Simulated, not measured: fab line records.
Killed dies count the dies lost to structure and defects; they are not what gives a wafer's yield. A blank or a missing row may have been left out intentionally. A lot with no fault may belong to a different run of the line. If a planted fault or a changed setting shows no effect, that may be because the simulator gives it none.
Split-lot experiment | flow gf180mcu | 23 wafers read across 5 lots, on a route 602 steps long

## ON THE SPLIT
At GF_PSD_DEVELOP_06 (develop time 60 s), the setting develop-time-s was moved away from the recipe's 60 s on 7 of the 23 wafers read, by -11.6% to -6.1%. This setting was run at the recipe's value on the other wafers.

Split to reading: the file shows no intervening step.

## THE READING
Shown in nm: cd-nm at GF_PSD_CD_MEAS_07, with target cd 400 nm. Typical for fault-free wafers on this fab line: 399.8 nm, with standard deviation 2.3 nm.

wafer  | tool, chamber at the split | develop-time-s as run, s | against the recipe | cd-nm, nm | against lot-mates on the recipe
L076.1 | litho-track-01, 0          | 60                       | recipe             | 397.7     | -
L076.2 | litho-track-01, 0          | 60                       | recipe             | 396.9     | -
L076.3 | litho-track-01, 0          | 60                       | recipe             | 397.2     | -
L076.4 | litho-track-01, 0          | 60                       | recipe             | 396.3     | -
L076.5 | litho-track-01, 0          | 60                       | recipe             | 398.5     | -
L078.2 | litho-track-01, 0          | 53.03                    | -11.6%             | 387.7     | -14.7
L078.3 | litho-track-01, 0          | 53.03                    | -11.6%             | 387.9     | -14.5
L078.4 | litho-track-01, 0          | 60                       | recipe             | 402.8     | -
L078.5 | litho-track-01, 0          | 60                       | recipe             | 401.9     | -
L078.6 | litho-track-01, 0          | 53.03                    | -11.6%             | 388.0     | -14.4
L079.1 | litho-track-04, 0          | 60                       | recipe             | 405.5     | -
L079.4 | litho-track-04, 0          | 60                       | recipe             | 403.4     | -
L079.5 | litho-track-04, 0          | 60                       | recipe             | 407.8     | -
L082.1 | litho-track-04, 0          | 53.55                    | -10.8%             | 389.3     | -12.5
L082.2 | litho-track-04, 0          | 60                       | recipe             | 401.8     | -
L082.3 | litho-track-04, 0          | 53.55                    | -10.8%             | 391.4     | -10.4
L082.5 | litho-track-04, 0          | 60                       | recipe             | 401.1     | -
L082.6 | litho-track-04, 0          | 60                       | recipe             | 402.5     | -
L084.1 | litho-track-04, 0          | 60                       | recipe             | 399.9     | -
L084.2 | litho-track-04, 0          | 56.33                    | -6.1%              | 394.1     | -5.6
L084.4 | litho-track-04, 0          | 60                       | recipe             | 400.0     | -
L084.5 | litho-track-04, 0          | 60                       | recipe             | 399.2     | -
L084.6 | litho-track-04, 0          | 56.33                    | -6.1%              | 392.3     | -7.4

FIT RESULTS
A straight line over all 23 wafers: cd-nm changes by +1.07 nm for each +1% of develop-time-s; r = +0.88; the points scatter about the line by 2.8 nm.
The same after taking each lot's own level away (the mean of its wafers on the recipe; 23 wafers): +1.17 nm for each +1%; r = +0.98; scatter 1.1 nm.
According to that fit, moving develop-time-s by its largest amount changes the reading by 14 nm.
Across the lots, their own levels run from 397.32 to 405.57 nm, a range of 3.6 times the standard deviation given above.
Hence the lot-to-lot level has little effect on the slope; both slopes agree.
Check: -13.3 nm against its lot-mates is what the line predicts for one of the wafers moved furthest among these (-11.6%) when that wafer is left out of the fit. It came out at -14.7 nm against them.

## THESE WAFERS: OTHER SPLITS
Before the reading, these wafers also passed through other splits. Each is held against what the fit with the lots' levels taken away leaves over:
other split on the same wafers      | wafers away from the commonest value | r with cd-nm (lot level and that fit taken away)
GF_HV_LDD_IMPLANT_09 energy-kev     | 4                                    | -0.15
GF_HV_LDD_STRIP_22 platen-temp-c    | 11                                   | +0.13
GF_HV_LDD_COAT_41 resist-thk-nm     | 5                                    | +0.14
GF_HV_LDD_DEVELOP_45 develop-time-s | 11                                   | +0.02
GF_NSD_EXPOSE_04 dose-mj            | 7                                    | -0.17
GF_NSD_IMPLANT_10 dose-cm2          | 4                                    | +0.06

## THE FILE'S OWN FIT
cd-nm changes by +1.15 nm for each +1% of develop-time-s, r = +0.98.
